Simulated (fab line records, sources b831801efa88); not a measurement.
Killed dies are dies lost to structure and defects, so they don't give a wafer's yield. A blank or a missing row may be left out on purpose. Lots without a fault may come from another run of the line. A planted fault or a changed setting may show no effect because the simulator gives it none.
Problem report in the 8D (eight disciplines) form, filled by code | flow sky130 | the parts of the form that need people (team, actions taken, sign-off) are left out

1. THE PROBLEM
LI_CONTACT_HDPCVD_THK at SKY_LI_CONTACT_THK_MEAS_01 reads a mean of 1117 nm on 4 wafers of 2 lots; wafers without a fault read 932 nm with a standard deviation of 11. That is +17 standard deviations from the usual mean.
First seen on wafer L720.2, day 35 09:59, on film_metro-01. The record holds 18 wafers of 6 lots with a number at this step. Rule for "out", or "out of limits": more than 4 standard deviations from the usual mean. The other wafers with a number count as sound.

2. WHAT IT IS AND WHAT IT IS NOT
question                    | is                             | is not
which readings at this step | LI_CONTACT_HDPCVD_THK          | -
which lots                  | L720, L722                     | L701, L702, L706, L707
which wafers of those lots  | L720.2, L720.4, L722.3, L722.6 | L720.1, L722.1
read on which gauges        | film_metro-01, film_metro-04   | film_metro-02
when                        | from day 35 09:59              | up to then (13 sound wafers); but 1 sound wafer of L722 came after

3. SUSPECTS, AND WHAT RULES EACH OUT
Counting: a tool at a process step up to the reading stays a suspect if it ran every lot that is out. Sound lots after the first of them don't rule it out here, since some wafers of a struck lot are sound.
- the gauge at SKY_LI_CONTACT_THK_MEAS_01: ruled out. The wafers that are out were read on 2 gauges (film_metro-01, film_metro-04).
- plasma_asher-03 at SKY_SD_N_STRIP_11 (strips in O2/N2): kept. It ran every lot that is out, first L720 (day 35 09:07); its last sound lot up to then is L702 (day 29 13:17).
- rtp_anneal-02 at SKY_SD_N_RTA_14 (time 2 s): kept. It ran every lot that is out, first L720 (day 35 09:20); its last sound lot up to then is L706 (day 30 20:22).
- hdpcvd-02 at SKY_LI_CONTACT_HDPCVD_00 (deposits PSG, target thk 930 nm, time 155 s): kept. It ran every lot that is out, first L720 (day 35 09:53); its last sound lot up to then is L706 (day 30 20:55). Its own readings are out on those wafers: sih4_flow_sccm.
- Within hdpcvd-02 at SKY_LI_CONTACT_HDPCVD_00: the wafers that are out ran in chamber 1; their sound lot-mates ran in chamber 2.
Left after counting: plasma_asher-03 at SKY_SD_N_STRIP_11, rtp_anneal-02 at SKY_SD_N_RTA_14, hdpcvd-02 at SKY_LI_CONTACT_HDPCVD_00.

4. THE CAUSE (what the simulator had put in)
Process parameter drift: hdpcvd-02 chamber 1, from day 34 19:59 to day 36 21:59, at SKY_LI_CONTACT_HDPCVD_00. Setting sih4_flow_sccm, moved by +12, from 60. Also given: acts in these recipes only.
Counting left 3 suspects, and this tool is among them.

5. THE CHAIN OF EFFECTS, in route order
Each row: a reading whose mean over the struck wafers that have a number lies more than 3 standard deviations from the usual. Only readings for which the record gives a usual standard deviation are gone through. hours: the time from each lot's start at the first step in this table that gives one to its start at this step, as a median over the lots. sigmas: the change in usual standard deviations.
hours | step                       | reading               | usual      | on struck wafers | change | sigmas
0     | SKY_LI_CONTACT_HDPCVD_00   | sih4_flow_sccm        | 60.01 sccm | 71.99            | +11.98 | +75
0     | SKY_LI_CONTACT_THK_MEAS_01 | LI_CONTACT_HDPCVD_THK | 932 nm     | 1117             | +185   | +17
0     | SKY_LI_CONTACT_CMP_02      | time_to_endpoint_s    | 31.8 s     | 47.1             | +15.3  | +5.1
The process steps in it:
- SKY_LI_CONTACT_HDPCVD_00: deposits PSG, target thk 930 nm, time 155 s.
- SKY_LI_CONTACT_CMP_02: polishes PSG.
Later measuring or inspecting steps at which every struck wafer that the step has a row for has a number for every such reading, and none has moved that far: SKY_LI_CONTACT_BOW_MEAS_03.

6. WHAT WOULD HAVE CAUGHT IT SOONER
In this record the first reading out of limits at a measuring or inspecting step was taken at day 35 09:59, 14 hours after the fault began at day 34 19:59.
The tool's own readings at SKY_LI_CONTACT_HDPCVD_00 were out on every struck wafer that the step has a row for (sih4_flow_sccm): an alarm limit on them would have fired on the first of those.
Of the lots that are out (2), L722 began SKY_LI_CONTACT_HDPCVD_00 on hdpcvd-02 after day 35 09:59. A hold on the tool at that time would have spared it.
